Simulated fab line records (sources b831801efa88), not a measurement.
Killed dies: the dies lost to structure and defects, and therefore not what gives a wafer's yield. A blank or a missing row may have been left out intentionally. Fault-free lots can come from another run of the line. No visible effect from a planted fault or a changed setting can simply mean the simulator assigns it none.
fab line records	flow sky130
record lots=6	wafers=18	last-day=50
route steps=708 shown CAP2M@605 PAD_OPEN@708
lots with no fault: from the same line, run without faults
start-h: hours from the record's opening day to when the first of the lot's shown wafers began	wait-h: how many hours have passed since the lot's step before this one	" as in the row above	L1.1+2: several wafers, shown together as one row	- no value, or no start given	* or withheld: withheld	< > ~ a bound
route shown NAME@n: NAME is a module with steps in the file, n the number in the route of the first one	usual: average and standard deviation across the fault-free wafers	same: alike in all rows	chamber/n: place in a boat	sites: each site's reading	_std_site: standard deviation of those values	_edge_site: outer sites' mean less inner sites'	radius-mm: how far each site lies from the wafer's centre	mask NAME#n: copy n	behind: the last tool/chamber to shape the wafer	hold: what put the lot on hold/how long, in hours/how the hold closed	device: transistor that didn't switch, given as n, p or np	end of line: the tests these same wafers got at the end of their route	for a step that has no rows: nothing shown but its recipe	killed: not the wafer's yield, but the dies lost to structure and defects at the first sort	map: a wafer's dies, x killed, . not, _ none there
set.NAME: the run value of the setting; set.NAME@STEP: its run value at that earlier step	model.NAME: the simulator's own value behind a step, which no gauge read
lots at some steps of the route; a table a step, a row a wafer
services: the hour from which a tool's chamber was out of use, counted from the record's first day as start-h (under 0 if before that day), plus the number of hours and why
## steps
# step SKY_CAP2M_SPUTTER_02
# recipe material=TiN	target-thk-nm=200	temp-c=300	power-w=6500	time-s=166.7	chamber-pressure-pa=0.4
# usual throttle-valve-pct=30.9/1.2
lot.wafer	tool	chamber	start-h	wait-h	throttle-valve-pct
L817.1	pvd-sputter-03	-	948.74	0.1	30.4
L817.4	"	-	"	"	29.7
L817.5	"	-	"	"	32.9
L826.2	pvd-sputter-03	-	1014.03	0.0	32.0
L826.3	"	-	"	"	32.9
L826.5	"	-	"	"	29.6
L827.1	pvd-sputter-01	-	1014.39	0.1	31.1
L827.3	"	-	"	"	29.1
L827.4	"	-	"	"	29.5
L828.3	pvd-sputter-03	-	1018.95	0.0	29.5
L828.4	"	-	"	"	32.1
L828.6	"	-	"	"	32.9
L829.2	pvd-sputter-03	-	1030.74	0.0	32.1
L829.4	"	-	"	"	32.9
L829.5	"	-	"	"	32.4
L838.1	pvd-sputter-03	-	1085.37	0.1	32.0
L838.2	"	-	"	"	32.8
L838.3	"	-	"	"	29.6
# step SKY_CAP2M_RS_MEAS_03
# recipe thk-meas-gauge=four-point-probe	reads=TiN_of_CAP2M_SPUTTER_02
# usual CAP2M_TIN_RS=6.95/0.11
lot.wafer	tool	chamber	start-h	wait-h	CAP2M_TIN_RS[ohm/sq]
L817.1	film-metro-01	-	948.85	0.1	7.05
L817.4	"	-	"	"	7.02
L817.5	"	-	"	"	7.06
L826.2	film-metro-03	-	1014.16	0.1	6.97
L826.3	"	-	"	"	7.06
L826.5	"	-	"	"	6.99
L827.1	film-metro-03	-	1014.50	0.1	6.83
L827.3	"	-	"	"	6.97
L827.4	"	-	"	"	6.94
L828.3	film-metro-03	-	1019.10	0.1	7.08
L828.4	"	-	"	"	6.98
L828.6	"	-	"	"	7.11
L829.2	film-metro-01	-	1030.87	0.1	7.02
L829.4	"	-	"	"	7.16
L829.5	"	-	"	"	7.02
L838.1	film-metro-01	-	1085.48	0.1	6.94
L838.2	"	-	"	"	6.95
L838.3	"	-	"	"	6.94
# step SKY_CAP2M_THK_MEAS_04
# recipe thk-meas-gauge=xrf	reads=TiN_of_CAP2M_SPUTTER_02
# usual CAP2M_TIN_THK=199/3.4
lot.wafer	tool	chamber	start-h	wait-h	CAP2M_TIN_THK[nm]
L817.1	film-metro-01	-	948.97	0.1	195
L817.4	"	-	"	"	197
L817.5	"	-	"	"	195
L826.2	film-metro-03	-	1014.27	0.1	196
L826.3	"	-	"	"	194
L826.5	"	-	"	"	196
L827.1	film-metro-03	-	1014.62	0.1	201
L827.3	"	-	"	"	196
L827.4	"	-	"	"	198
L828.3	film-metro-03	-	1019.20	0.1	194
L828.4	"	-	"	"	197
L828.6	"	-	"	"	193
L829.2	film-metro-01	-	1030.98	0.1	196
L829.4	"	-	"	"	193
L829.5	"	-	"	"	195
L838.1	film-metro-01	-	1085.60	0.1	198
L838.2	"	-	"	"	198
L838.3	"	-	"	"	198
# step SKY_CAP2M_DEHYDRATE_05
# recipe temp-c=200	time-s=60
# step SKY_CAP2M_HMDS_06
# recipe prime-time-s=60	prime-temp-c=120
# step SKY_CAP2M_COAT_07
# recipe resist=NOVOLAK	spin-rpm=3000	resist-thk-nm=1140
# step SKY_CAP2M_SOFTBAKE_08
# recipe temp-c=90	time-s=60	resist=NOVOLAK
# step SKY_CAP2M_EXPOSE_09
# recipe mask-id=CAP2M	na=0.6	source-shape=conventional	sigma-outer=0.6	polarization=unpolarized	target-cd-nm=1000	dose-mj=159
# step SKY_CAP2M_PEB_10
# recipe temp-c=withheld	time-s=*	resist=NOVOLAK
# step SKY_CAP2M_DEVELOP_11
# recipe resist=NOVOLAK	developer=TMAH	develop-time-s=60	dev-temp-c=23
# step SKY_CAP2M_OVL_MEAS_12
# usual CAP2M_OVL=-0.9/1.3
lot.wafer	tool	chamber	start-h	wait-h	CAP2M_OVL[nm]
L817.1	overlay-02	-	972.70	0.1	-3.8
L817.4	"	-	"	"	-0.5
L817.5	"	-	"	"	-2.4
L826.2	overlay-02	-	1036.69	0.1	-2.2
L826.3	"	-	"	"	-1.1
L826.5	"	-	"	"	-1.7
L827.1	overlay-01	-	1037.00	0.1	0.1
L827.3	"	-	"	"	-2.4
L827.4	"	-	"	"	-2.1
L828.3	overlay-01	-	1041.17	0.1	-1.1
L828.4	"	-	"	"	-1.5
L828.6	"	-	"	"	-0.5
L829.2	overlay-02	-	1053.36	0.1	-0.8
L829.4	"	-	"	"	-2.3
L829.5	"	-	"	"	-1.3
L838.1	overlay-01	-	1105.69	0.1	-0.6
L838.2	"	-	"	"	-0.3
L838.3	"	-	"	"	0.5
# step SKY_CAP2M_METAL_ETCH_13
# recipe target-depth-nm=220	stop-on=SiO2	chemistry=Cl2/BCl3	target=TiN	pressure-mtorr=10	icp-w=900	bias-w=48.5	Cl2_flow_sccm=60	bcl3-flow-sccm=30	time-s=62.9
# usual chamber-pressure-mTorr=10.000/0.0098	drypump-motor-current-A=5.6/0.51	oes-product-au=0.938/0.0095	throttle-valve-pct=21.903/0.011
lot.wafer	tool	chamber	start-h	wait-h	chamber-pressure-mTorr	drypump-motor-current-A	oes-product-au	rf-hours-counter-h	throttle-valve-pct
L817.1	rie-metal-01	0	972.74	0.0	10.002	5.1	0.932	16	21.909
L817.4	"	1	"	"	10.012	5.7	0.930	-	21.910
L817.5	"	1	"	"	10.010	5.7	0.925	-	21.906
L826.2	rie-metal-03	1	1036.72	0.0	10.007	4.8	0.938	17	21.901
L826.3	"	1	"	"	9.995	4.7	0.938	-	21.923
L826.5	"	1	"	"	10.010	4.7	0.934	-	21.914
L827.1	rie-metal-02	1	1037.04	0.0	10.000	6.3	0.943	9	21.899
L827.3	"	1	"	"	10.002	6.3	0.930	-	21.907
L827.4	"	1	"	"	9.989	6.2	0.940	-	21.900
L828.3	rie-metal-03	0	1041.22	0.0	10.014	5.7	0.925	-	21.891
L828.4	"	1	"	"	10.003	4.8	0.936	-	21.900
L828.6	"	0	"	"	9.986	5.7	0.930	-	21.912
L829.2	rie-metal-03	0	1053.39	0.0	10.003	5.7	0.928	17	21.924
L829.4	"	1	"	"	10.017	4.8	0.922	-	21.906
L829.5	"	1	"	"	9.996	4.8	0.936	-	21.897
L838.1	rie-metal-02	0	1105.72	0.0	9.995	6.0	0.937	6	21.892
L838.2	"	1	"	"	9.980	6.2	0.934	16	21.916
L838.3	"	0	"	"	9.990	6.0	0.936	-	21.903
# step SKY_CAP2M_STRIP_14
# recipe chemistry=O2/N2	power-w=1400	pressure-mtorr=1500	platen-temp-c=withheld	o2-flow-sccm=3000	n2-flow-sccm=300	overash-fraction=0.5
# usual chamber-pressure-mTorr=1500.2/1.3	drypump-motor-current-A=6.1/0.41	o2-flow-sccm=3000/9.4	oes-product-au=0.710/0.0046	strip-time-to-endpoint-s=12.65/0.053
lot.wafer	tool	chamber	start-h	wait-h	chamber-pressure-mTorr	drypump-motor-current-A	o2-flow-sccm	oes-product-au	rf-hours-counter-h	strip-time-to-endpoint-s
L817.1	plasma-asher-03	0	972.82	0.1	1499.4	5.7	2996	0.710	56	12.61
L817.4	"	1	"	"	1500.0	6.7	2981	0.711	-	12.59
L817.5	"	0	"	"	1500.0	5.7	2983	0.717	-	12.63
L826.2	plasma-asher-04	0	1036.80	0.1	1501.1	6.3	3006	0.709	24	12.65
L826.3	"	0	"	"	1499.9	6.2	3010	0.717	-	12.65
L826.5	"	0	"	"	1499.6	6.3	2992	0.703	-	12.68
L827.1	plasma-asher-03	1	1037.19	0.1	1499.9	6.7	3010	0.718	62	12.67
L827.3	"	1	"	"	1497.4	6.7	3002	0.713	-	12.66
L827.4	"	0	"	"	1501.4	5.7	2997	0.707	-	12.70
L828.3	plasma-asher-03	0	1041.30	0.1	1502.3	5.8	3000	0.712	-	12.62
L828.4	"	1	"	"	1501.2	6.7	3615	0.719	-	12.58
L828.6	"	1	"	"	1498.8	6.7	3604	0.714	-	12.51
L829.2	plasma-asher-03	1	1053.47	0.1	1501.4	6.7	3596	0.707	63	12.51
L829.4	"	1	"	"	1498.8	6.7	3608	0.710	-	12.60
L829.5	"	1	"	"	1499.7	6.7	3599	0.712	-	12.58
L838.1	plasma-asher-04	0	1105.80	0.1	1500.2	6.2	2998	0.707	31	12.60
L838.2	"	1	"	"	1499.4	6.3	2988	0.712	31	12.64
L838.3	"	1	"	"	1501.7	6.3	2987	0.710	-	12.62
# step SKY_CAP2M_STRIP_15
# recipe chemistry=post-etch-residue-remover	time-s=1200	temp-c=72.5
# step SKY_PAD_OPEN_PROBE_99
# usual defect-limited-yield=82.6/1.9	killed_at_M0_to_M3=42/7	killed_at_M4_up=3.2/1.6	killed-at-contacts=24/5.8	killed-at-front-end=16/4.3	killed-at-other=0.3/0.62	killed-dies=86/9.5	killed-open=46/6.4	killed-short=39/6.3	sort_bin_3_pad_short=0.9/0.43	sort_bin_5_function=10.5/1.4	sort_bin_6_memory=6.1/1.2	sort-n-pass=406/9.5	sort-yield-pct=82.6/1.9
# same gross-dies=492	killed-at-back-side=0	sort_bin_4_leakage[%]=0	sort_bin_8_speed[%]=0
lot.wafer	tool	chamber	start-h	wait-h	defect-limited-yield[%]	killed_at_M0_to_M3	killed_at_M4_up	killed-at-contacts	killed-at-front-end	killed-at-other	killed-dies	killed-open	killed-short	sort_bin_3_pad_short[%]	sort_bin_5_function[%]	sort_bin_6_memory[%]	sort-n-pass	sort-yield-pct[%]
L817.1	prober-02	-	1092.06	0.1	85.0	38	3	16	17	0	74	38	35	0.8	9.8	4.5	418	85.0
L817.4	prober-02	-	1092.21	0.2	80.9	52	2	25	14	1	94	53	41	1.2	9.8	8.1	398	80.9
L817.5	prober-02	-	1092.26	0.2	81.5	53	0	20	18	0	91	54	37	1.0	11.2	6.3	401	81.5
L826.2	prober-01	-	1147.69	0.1	83.7	38	3	21	18	0	80	44	36	0.2	10.2	5.9	412	83.7
L826.3	prober-01	-	1147.74	0.2	83.5	41	3	16	21	0	81	47	34	0.6	9.8	6.1	411	83.5
L826.5	prober-01	-	1147.84	0.2	80.3	47	5	26	17	2	97	54	43	1.2	12.0	6.5	395	80.3
L829.2	prober-02	-	1160.31	0.1	81.1	32	5	41	14	1	93	45	44	0.8	12.2	5.9	399	81.1
L829.4	prober-02	-	1160.41	0.2	81.1	50	3	25	15	0	93	52	38	1.0	10.6	7.3	399	81.1
L829.5	prober-02	-	1160.46	0.2	80.5	44	0	36	16	0	96	55	38	0.8	11.8	6.9	396	80.5
# killed by level:class
L817.1 VIA2:geometric-particle:open=10 POLY_GATE:geometric-particle:short=8 POLY_GATE:geometric-particle:open=6 CONTACT:geometric-particle:open=6 VIA1:geometric-particle:open=6 VIA1:geometric-particle:short=4 VIA3:geometric-particle:open=4 LOCAL_INTERCONNECT:geometric-particle:short=3
L817.4 VIA1:geometric-particle:open=14 VIA2:geometric-particle:open=8 VIA3:geometric-particle:open=8 CONTACT:geometric-particle:open=6 VIA1:geometric-particle:short=6 POLY_GATE:geometric-particle:open=5 LI_CONTACT:geometric-particle:open=5 METAL1:geometric-particle:short=5
L817.5 VIA3:geometric-particle:open=12 VIA1:geometric-particle:open=11 VIA2:geometric-particle:open=9 CONTACT:geometric-particle:open=7 FIELD_ISO:geometric-particle:short=5 POLY_GATE:geometric-particle:short=5 LI_CONTACT:geometric-particle:open=5 METAL1:geometric-particle:short=5
L826.2 VIA3:geometric-particle:open=9 CONTACT:geometric-particle:open=8 FIELD_ISO:geometric-particle:short=6 LOCAL_INTERCONNECT:geometric-particle:short=5 METAL1:geometric-particle:short=5 METAL2:geometric-particle:open=5 FIELD_ISO:geometric-particle:open=4 POLY_GATE:geometric-particle:short=4
L826.3 VIA1:geometric-particle:open=13 CONTACT:geometric-particle:open=8 VIA1:geometric-particle:short=7 METAL2:geometric-particle:short=6 FIELD_ISO:geometric-particle:short=5 POLY_GATE:geometric-particle:open=5 POLY_GATE:geometric-particle:short=5 VIA3:geometric-particle:open=5
L826.5 CONTACT:geometric-particle:open=9 LI_CONTACT:geometric-particle:open=8 VIA1:geometric-particle:open=8 VIA1:geometric-particle:short=7 VIA3:geometric-particle:open=7 VIA2:geometric-particle:open=6 FIELD_ISO:geometric-particle:short=5 FIELD_ISO:geometric-particle:open=5
L829.2 CONTACT:geometric-particle:open=17 CONTACT:geometric-particle:short=8 VIA1:geometric-particle:short=8 VIA1:geometric-particle:open=6 LOCAL_INTERCONNECT:geometric-particle:short=5 VIA3:geometric-particle:open=5 LI_CONTACT:geometric-particle:open=4 METAL4:geometric-particle:short=4
L829.4 VIA1:geometric-particle:open=16 CONTACT:geometric-particle:open=10 METAL1:geometric-particle:short=8 POLY_GATE:geometric-particle:open=5 VIA2:geometric-particle:open=5 VIA3:geometric-particle:open=5 LI_CONTACT:geometric-particle:short=4 METAL3:geometric-particle:short=4
L829.5 VIA1:geometric-particle:open=11 CONTACT:geometric-particle:open=9 CONTACT:geometric-particle:short=9 VIA3:geometric-particle:open=9 LI_CONTACT:geometric-particle:open=8 VIA2:geometric-particle:open=8 METAL2:geometric-particle:short=6 POLY_GATE:geometric-particle:short=4
## services
tool	chamber	start-h	hours	kind
pvd-sputter-01	-	926.13	2.9	repair
rie-metal-02	-	940.78	0.8	repair
pvd-sputter-03	-	964.83	8.9	repair
plasma-asher-04	-	970.51	0.4	repair
rie-metal-02	0	970.84	4.1	repair
pvd-sputter-03	-	977.73	3.6	repair
plasma-asher-04	-	991.35	2.8	pm
plasma-asher-03	-	997.20	2.8	pm
rie-metal-02	1	1002.72	14.9	repair
rie-metal-02	0	1017.62	-	clean
rie-metal-02	0	1017.62	26.6	scheduled-down
rie-metal-02	0	1017.62	26.6	vent-cycle
pvd-sputter-03	-	1021.54	1.8	repair
rie-metal-02	-	1046.15	0.4	repair
plasma-asher-04	-	1046.86	0.4	repair
rie-metal-01	-	1053.14	28.1	pm
pvd-sputter-01	-	1057.13	1.6	repair
plasma-asher-04	-	1060.92	2.8	repair
plasma-asher-03	-	1073.86	1.0	repair
pvd-sputter-01	-	1090.29	2.6	repair
rie-metal-01	0	1097.57	-	clean
rie-metal-01	0	1097.57	14.6	scheduled-down
rie-metal-01	0	1097.57	14.6	vent-cycle
## key
first-sign step=SKY_CAP2M_STRIP_14	reading=o2-flow-sccm	direction=up	sigmas=64	usual=3000	struck=3604
effect step=SKY_CAP2M_STRIP_14	reading=strip-time-to-endpoint-s	direction=down	sigmas=1.8	usual=*	struck=*
met-at SKY_CAP2M_STRIP_14
struck-wafers L828.4,L828.6,L829.2,L829.4,L829.5
onset-between 1037.19 1041.30
fault kind=process-parameter-drift	tool=plasma-asher-03	chamber=1	onset-h=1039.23	steps=SKY_CAP2M_STRIP_14	channel=o2-flow-sccm	offset=600	shape=step	end-h=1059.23	acts-in=these-recipes-only	stated=3000
